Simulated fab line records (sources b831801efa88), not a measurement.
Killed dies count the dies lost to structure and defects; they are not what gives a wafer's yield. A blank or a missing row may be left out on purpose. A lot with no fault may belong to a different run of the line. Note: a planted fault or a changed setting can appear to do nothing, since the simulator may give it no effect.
Which of the tools did it? | flow gf180mcu | 7 lots with 21 wafers sampled at 2 steps, on a route of 602 steps

## WHAT THE GAUGES READ, wafer by wafer
GF_CONTACT_BOW_MEAS_05.
lot  | measured     | on            | CONTACT_BOW (um)
L216 | day 15 12:11 | film-metro-03 | 61 48 66
L221 | day 17 14:32 | film-metro-03 | 62 63 59
L230 | day 21 10:03 | film-metro-03 | 61 66 72
L234 | day 22 09:13 | film-metro-03 | 61 79 70
L235 | day 23 00:52 | film-metro-01 | 65 47 61
L237 | day 23 11:05 | film-metro-03 | 50 74 62

## EACH LOT AND THE TOOL THAT RAN IT (in order: tool; ch and the chambers of the sampled wafers; start)
lot  | GF_VT_IMPLANT_EXPOSE_04
L216 | iline-stepper-01 ch 0, day 5 17:22
L219 | iline-stepper-01, day 6 22:02
L221 | iline-stepper-01 ch 0, day 6 23:03
L230 | iline-stepper-02 ch 0, day 9 14:43
L234 | iline-stepper-01 ch 0, day 10 08:43
L235 | iline-stepper-02 ch 0, day 10 22:46
L237 | iline-stepper-02 ch 0, day 11 06:07
- GF_VT_IMPLANT_EXPOSE_04: exposes mask LVPWELL LV AREA, target cd 600 nm.

## THE ANSWER, worked out from the rows above alone
Rule: the usual values come from the lots themselves. Put in order of their means at a reading, lots are off if they are a third of the lots or fewer, leave a main group of 4 or more, and stand apart from it by a gap of 3 or more times the standard deviation of the main group's means; of several such gaps the widest counts. The tables above print the reading to a certain number of digits; a main group whose means all agree to those digits is not used. Also off: a lot with no number at a reading for which 4 or more lots have one. The other lots that the step has rows for count as sound.
No lot is off on any of the readings shown, so nothing can be concluded from this.

## WHAT THE SIMULATOR HAD PUT IN
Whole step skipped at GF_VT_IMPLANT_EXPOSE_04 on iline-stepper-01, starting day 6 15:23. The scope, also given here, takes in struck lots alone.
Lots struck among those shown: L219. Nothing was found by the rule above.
